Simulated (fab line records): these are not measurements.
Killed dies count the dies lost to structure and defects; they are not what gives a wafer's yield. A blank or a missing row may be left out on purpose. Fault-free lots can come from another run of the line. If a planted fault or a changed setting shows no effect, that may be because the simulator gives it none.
Chamber matching :: flow gf180mcu :: GF_V5_CVD_02 on pecvd-03 has 3 sister chambers
The step deposits SiO2 from TEOS, target thk 1450 nm, time 163.28 s. 6 wafers are shown with their chamber, then 8 later ones without.

== EACH WAFER AND ITS CHAMBER ==
wafer: L212.3
chamber: 0
heater power w (W): 894

wafer: L212.4
chamber: 0
heater power w (W): 735

wafer: L213.5
chamber: 1
heater power w (W): 775

wafer: L216.4
chamber: 1
heater power w (W): 819

wafer: L216.5
chamber: 2
heater power w (W): 588

wafer: L225.3
chamber: 2
heater power w (W): 569

== WAFERS WITH NO CHAMBER GIVEN ==
wafer: L225.5
heater power w (W): 720

wafer: L225.6
heater power w (W): 597

wafer: L228.3
heater power w (W): 672

wafer: L228.4
heater power w (W): 581

wafer: L228.6
heater power w (W): 756

wafer: L229.2
heater power w (W): 590

wafer: L229.3
heater power w (W): 859

wafer: L229.4
heater power w (W): 819

== WHICH CHAMBER EACH WENT THROUGH ==
wafer: L225.5
from the rows above: can't be placed: 1 or 0 or 2
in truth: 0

wafer: L225.6
from the rows above: 2
in truth: 2

wafer: L228.3
from the rows above: can't be placed: 2 or 1 or 0
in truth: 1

wafer: L228.4
from the rows above: 2
in truth: 2

wafer: L228.6
from the rows above: can't be placed: 1 or 0
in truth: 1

wafer: L229.2
from the rows above: 2
in truth: 2

wafer: L229.3
from the rows above: can't be placed: 0 or 1
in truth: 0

wafer: L229.4
from the rows above: can't be placed: 0 or 1
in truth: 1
Correctly placed: 3 of 8. These rows do not allow placing 5 (true chamber among the candidates in 5). 0 placed wrongly.
How it was worked out, from the rows above alone: a wafer's distance from a chamber is the root of the sum, over the readings, of the square of ((its reading less the chamber's mean) divided by the reading's scatter). If the next closest chamber is less than 2 further off than the closest, the wafer can't be placed; otherwise it belongs to the closest. A chamber's mean is the mean of its shown wafers. The scatter: take each reading less its chamber's mean, square it, sum over the shown wafers, divide by the number of wafers less the number of chambers, and take the root.
